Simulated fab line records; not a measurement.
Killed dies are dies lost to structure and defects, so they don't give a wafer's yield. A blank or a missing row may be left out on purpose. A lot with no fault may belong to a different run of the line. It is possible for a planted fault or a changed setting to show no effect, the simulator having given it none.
Which tool was responsible? :: flow sky130 :: 13 lots with 39 wafers sampled at 4 steps, on a route of 708 steps

## WHAT EACH GAUGE READ, for each wafer
SKY_FIELD_ISO_THK_MEAS_02.
lot: L130
measured: day 1 16:46
on: film-metro-03
FIELD_ISO_OXIDATION_00_THK (nm): 12.23 12.25 12.19

lot: L131
measured: day 1 21:38
on: film-metro-03
FIELD_ISO_OXIDATION_00_THK (nm): 12.16 12.24 12.29

lot: L132
measured: day 2 02:39
on: film-metro-03
FIELD_ISO_OXIDATION_00_THK (nm): 12.06 12.40 11.91

lot: L134
measured: day 2 12:57
on: film-metro-03
FIELD_ISO_OXIDATION_00_THK (nm): 11.73 12.03 11.98

lot: L135
measured: day 2 19:43
on: film-metro-01
FIELD_ISO_OXIDATION_00_THK (nm): 12.31 12.06 12.09

lot: L137
measured: day 3 03:49
on: film-metro-03
FIELD_ISO_OXIDATION_00_THK (nm): 12.30 12.31 12.51

lot: L136
measured: day 3 03:50
on: film-metro-02
FIELD_ISO_OXIDATION_00_THK (nm): 12.39 12.32 12.17

lot: L138
measured: day 3 10:35
on: film-metro-01
FIELD_ISO_OXIDATION_00_THK (nm): 12.33 12.38 12.48

lot: L139
measured: day 3 15:00
on: film-metro-03
FIELD_ISO_OXIDATION_00_THK (nm): 12.63 12.54 12.47

lot: L144
measured: day 4 15:13
on: film-metro-03
FIELD_ISO_OXIDATION_00_THK (nm): 11.46 11.29 11.40

lot: L149
measured: day 5 18:19
on: film-metro-02
FIELD_ISO_OXIDATION_00_THK (nm): 11.77 11.94 11.86

lot: L150
measured: day 6 04:12
on: film-metro-02
FIELD_ISO_OXIDATION_00_THK (nm): 11.96 12.21 12.00

lot: L152
measured: day 6 11:02
on: film-metro-02
FIELD_ISO_OXIDATION_00_THK (nm): 11.86 12.00 12.00

SKY_VT_ADJUST_LVTN_OVL_MEAS_18.
lot: L130
measured: day 8 07:50
on: overlay-02
VT_ADJUST_LVTN_01_OVL (nm): -0.5 -0.2 -0.5

lot: L131
measured: day 8 13:19
on: overlay-01
VT_ADJUST_LVTN_01_OVL (nm): 1.8 0.0 0.7

lot: L132
measured: day 8 23:21
on: overlay-01
VT_ADJUST_LVTN_01_OVL (nm): 1.5 0.0 1.6

lot: L134
measured: day 9 04:33
on: overlay-01
VT_ADJUST_LVTN_01_OVL (nm): 3.3 2.6 3.3

lot: L135
measured: day 9 13:38
on: overlay-01
VT_ADJUST_LVTN_01_OVL (nm): 1.1 2.7 0.6

lot: L137
measured: day 9 22:20
on: overlay-02
VT_ADJUST_LVTN_01_OVL (nm): -0.9 -1.5 0.4

lot: L136
measured: day 9 22:07
on: overlay-01
VT_ADJUST_LVTN_01_OVL (nm): 1.3 2.6 0.9

lot: L138
measured: day 10 11:29
on: overlay-02
VT_ADJUST_LVTN_01_OVL (nm): -3.3 -0.2 -1.7

lot: L139
measured: day 10 19:40
on: overlay-02
VT_ADJUST_LVTN_01_OVL (nm): 2.9 0.3 0.8

lot: L144
measured: day 12 22:48
on: overlay-01
VT_ADJUST_LVTN_01_OVL (nm): 2.0 0.3 -1.0

lot: L149
measured: day 14 01:14
on: overlay-01
VT_ADJUST_LVTN_01_OVL (nm): 1.6 0.0 0.6

lot: L150
measured: day 14 05:22
on: overlay-01
VT_ADJUST_LVTN_01_OVL (nm): 1.5 0.4 2.5

lot: L152
measured: day 14 14:59
on: overlay-02
VT_ADJUST_LVTN_01_OVL (nm): -1.7 -0.5 0.0

SKY_LDD_N_OVL_MEAS_07.
lot: L130
measured: day 18 10:29
on: overlay-02
LDD_N_OVL (nm): -1.3 -1.0 -0.8

lot: L131
measured: day 18 19:29
on: overlay-01
LDD_N_OVL (nm): 2.6 1.6 1.2

lot: L132
measured: day 19 12:43
on: overlay-01
LDD_N_OVL (nm): -1.3 -1.8 -0.9

lot: L134
measured: day 19 14:26
on: overlay-01
LDD_N_OVL (nm): 1.1 1.1 0.7

lot: L135
measured: day 20 09:28
on: overlay-02
LDD_N_OVL (nm): -0.1 -0.5 0.7

lot: L137
measured: day 20 22:17
on: overlay-02
LDD_N_OVL (nm): -0.7 -2.1 -0.2

lot: L136
measured: day 20 22:06
on: overlay-01
LDD_N_OVL (nm): -0.8 -0.9 -0.1

lot: L138
measured: day 21 15:34
on: overlay-02
LDD_N_OVL (nm): -0.2 2.4 0.1

lot: L139
measured: day 22 02:05
on: overlay-02
LDD_N_OVL (nm): -0.1 1.8 -0.5

lot: L149
measured: day 26 00:07
on: overlay-01
LDD_N_OVL (nm): 1.5 2.1 1.7

lot: L150
measured: day 26 07:46
on: overlay-02
LDD_N_OVL (nm): 1.8 1.7 0.0

lot: L152
measured: day 26 14:40
on: overlay-01
LDD_N_OVL (nm): 0.4 -0.8 -0.8

## WHICH TOOL RAN EACH LOT (tool, then ch and the chambers of the sampled wafers, then the start)
lot: L130
SKY_GATE_OXIDE_STRIP_13: plasma-asher-01 ch 0,1, day 14 13:55

lot: L131
SKY_GATE_OXIDE_STRIP_13: plasma-asher-03 ch 0,1, day 14 21:17

lot: L132
SKY_GATE_OXIDE_STRIP_13: plasma-asher-02 ch 0,1, day 15 09:39

lot: L134
SKY_GATE_OXIDE_STRIP_13: plasma-asher-02 ch 0,1, day 15 12:30

lot: L135
SKY_GATE_OXIDE_STRIP_13: plasma-asher-02 ch 0,1, day 16 05:19

lot: L137
SKY_GATE_OXIDE_STRIP_13: plasma-asher-02 ch 1, day 16 18:56

lot: L136
SKY_GATE_OXIDE_STRIP_13: plasma-asher-02 ch 0,1, day 16 14:47

lot: L138
SKY_GATE_OXIDE_STRIP_13: plasma-asher-03 ch 0,1, day 17 06:32

lot: L139
SKY_GATE_OXIDE_STRIP_13: plasma-asher-02 ch 0,1, day 17 16:53

lot: L144
SKY_GATE_OXIDE_STRIP_13: plasma-asher-01 ch 0,1, day 20 09:04

lot: L149
SKY_GATE_OXIDE_STRIP_13: plasma-asher-02 ch 0,1, day 21 20:16

lot: L150
SKY_GATE_OXIDE_STRIP_13: plasma-asher-03 ch 0,1, day 22 03:36

lot: L152
SKY_GATE_OXIDE_STRIP_13: plasma-asher-01 ch 0,1, day 22 12:43
- SKY_GATE_OXIDE_STRIP_13: strips in O2/N2.

## AS READ BY THE TOOLS THEMSELVES (means over the sampled wafers that have a number; for cases with no such wafer, the mark the record gives instead)
SKY_GATE_OXIDE_STRIP_13.
lot: L130
tool: plasma-asher-01
drypump-motor-current-A (A): 5.1
oes-product-au (a.u.): 0.716
strip-time-to-endpoint-s (s): 14.18

lot: L131
tool: plasma-asher-03
drypump-motor-current-A (A): 6.0
oes-product-au (a.u.): 0.715
strip-time-to-endpoint-s (s): 14.21

lot: L132
tool: plasma-asher-02
drypump-motor-current-A (A): 5.3
oes-product-au (a.u.): 0.716
strip-time-to-endpoint-s (s): 14.16

lot: L134
tool: plasma-asher-02
drypump-motor-current-A (A): 5.3
oes-product-au (a.u.): 0.714
strip-time-to-endpoint-s (s): 14.16

lot: L135
tool: plasma-asher-02
drypump-motor-current-A (A): 5.4
oes-product-au (a.u.): 0.715
strip-time-to-endpoint-s (s): 14.20

lot: L137
tool: plasma-asher-02
drypump-motor-current-A (A): 5.6
oes-product-au (a.u.): 0.713
strip-time-to-endpoint-s (s): 14.23

lot: L136
tool: plasma-asher-02
drypump-motor-current-A (A): 5.4
oes-product-au (a.u.): 0.718
strip-time-to-endpoint-s (s): 14.20

lot: L138
tool: plasma-asher-03
drypump-motor-current-A (A): 6.1
oes-product-au (a.u.): 0.721
strip-time-to-endpoint-s (s): 14.22

lot: L139
tool: plasma-asher-02
drypump-motor-current-A (A): 5.4
oes-product-au (a.u.): 0.720
strip-time-to-endpoint-s (s): 14.17

lot: L144
tool: plasma-asher-01
drypump-motor-current-A (A): 5.4
oes-product-au (a.u.): 0.945
strip-time-to-endpoint-s (s): -

lot: L149
tool: plasma-asher-02
drypump-motor-current-A (A): 5.4
oes-product-au (a.u.): 0.715
strip-time-to-endpoint-s (s): 14.20

lot: L150
tool: plasma-asher-03
drypump-motor-current-A (A): 6.2
oes-product-au (a.u.): 0.717
strip-time-to-endpoint-s (s): 14.17

lot: L152
tool: plasma-asher-01
drypump-motor-current-A (A): 5.4
oes-product-au (a.u.): 0.720
strip-time-to-endpoint-s (s): 14.19

## THE ANSWER, worked out from the rows above alone
Rule: what is usual is taken from the lots themselves. Put in order of their means at a reading, lots are off if they are a third of the lots or fewer, leave a main group of 4 or more, and stand apart from it by a gap of 3 or more times the standard deviation of the main group's means; of several such gaps the widest counts. The tables above print the reading to a certain number of digits; a main group whose means all agree to those digits is not used. Also off: a lot with no number at a reading for which 4 or more lots have one. The other lots that the step has rows for count as sound. After the gauges, taken in route order, come the tools' own readings; for these a lot's mean is taken, as printed above. At the first step where some lot is off, the reading lying furthest off is the one used; lots without a number count as furthest.
Off, at SKY_GATE_OXIDE_STRIP_13 on strip-time-to-endpoint-s: L144. Without a number there: L144. The main group has a mean of 14.19 s with a standard deviation of 0.022.
If a tool, at that step or one of the process steps before it, ran each lot that is off and ran no sound lot following the first of them, it fits. No candidate that was tried fits.

## WHAT HAD BEEN PUT IN BY THE SIMULATOR
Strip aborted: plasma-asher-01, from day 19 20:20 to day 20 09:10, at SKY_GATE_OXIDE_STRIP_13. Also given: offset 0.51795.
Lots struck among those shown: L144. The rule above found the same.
